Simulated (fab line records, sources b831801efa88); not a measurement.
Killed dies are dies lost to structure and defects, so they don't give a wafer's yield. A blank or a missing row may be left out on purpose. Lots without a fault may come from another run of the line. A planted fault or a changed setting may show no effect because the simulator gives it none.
Which tool did it? | flow sky130 | 6 lots, 18 wafers sampled, at 4 steps of a route of 708

WHAT THE GAUGES READ, wafer by wafer
SKY_LDD_P_CD_MEAS_07: target cd 380 nm.
lot  | measured     | on        | cd_nm (nm)
L768 | day 19 14:41 | cd_sem-01 | 381.4 382.6 380.2
L776 | day 23 01:38 | cd_sem-02 | 381.1 376.1 380.6
L784 | day 25 16:00 | cd_sem-02 | 378.0 377.8 378.6
L785 | day 26 00:55 | cd_sem-01 | 382.6 382.6 380.9
L787 | day 26 13:14 | cd_sem-02 | 380.1 380.1 381.0
L789 | day 27 06:11 | cd_sem-01 | 380.0 378.9 378.1

WHICH TOOL RAN EACH LOT (tool, then ch and the chambers of the sampled wafers, then the start)
lot  | SKY_GATE_OXIDE_STRIP_13              | SKY_LDD_N_IMPLANT_08            | SKY_LDD_N_STRIP_16
L768 | plasma_asher-04 ch 0,1, day 14 10:53 | implanter-01 ch 0, day 18 07:39 | plasma_asher-04 ch 0,1, day 18 08:50
L776 | plasma_asher-04 ch 1, day 17 11:40   | implanter-01 ch 0, day 21 17:07 | plasma_asher-04 ch 0,1, day 21 18:19
L784 | plasma_asher-02 ch 0,1, day 20 06:16 | implanter-01 ch 0, day 24 09:11 | plasma_asher-02 ch 0,1, day 24 10:22
L785 | plasma_asher-03 ch 0,1, day 20 17:04 | implanter-02 ch 0, day 24 18:19 | plasma_asher-02 ch 0,1, day 24 19:29
L787 | plasma_asher-03 ch 1, day 21 07:43   | implanter-01 ch 0, day 25 06:41 | plasma_asher-02 ch 0,1, day 25 07:53
L789 | plasma_asher-04 ch 0,1, day 22 00:04 | implanter-02 ch 0, day 25 23:14 | plasma_asher-02 ch 0,1, day 26 00:26
- SKY_GATE_OXIDE_STRIP_13: strips in O2/N2.
- SKY_LDD_N_IMPLANT_08
- SKY_LDD_N_STRIP_16: strips in O2/N2.

THE ANSWER, worked out from the rows above alone
Rule: what is usual is taken from the lots themselves. Put in order of their means at a reading, lots are off if they are a third of the lots or fewer, leave a main group of 4 or more, and stand apart from it by a gap of 3 or more times the standard deviation of the main group's means; of several such gaps the widest counts. A main group whose means are all the same, to the digits that the tables above print for the reading, isn't used. A lot without any number at a reading at which 4 lots or more have one is off too. The other lots that the step has rows for count as sound.
No lot is off at any reading shown: from this, nothing can be told.

WHAT THE SIMULATOR HAD PUT IN
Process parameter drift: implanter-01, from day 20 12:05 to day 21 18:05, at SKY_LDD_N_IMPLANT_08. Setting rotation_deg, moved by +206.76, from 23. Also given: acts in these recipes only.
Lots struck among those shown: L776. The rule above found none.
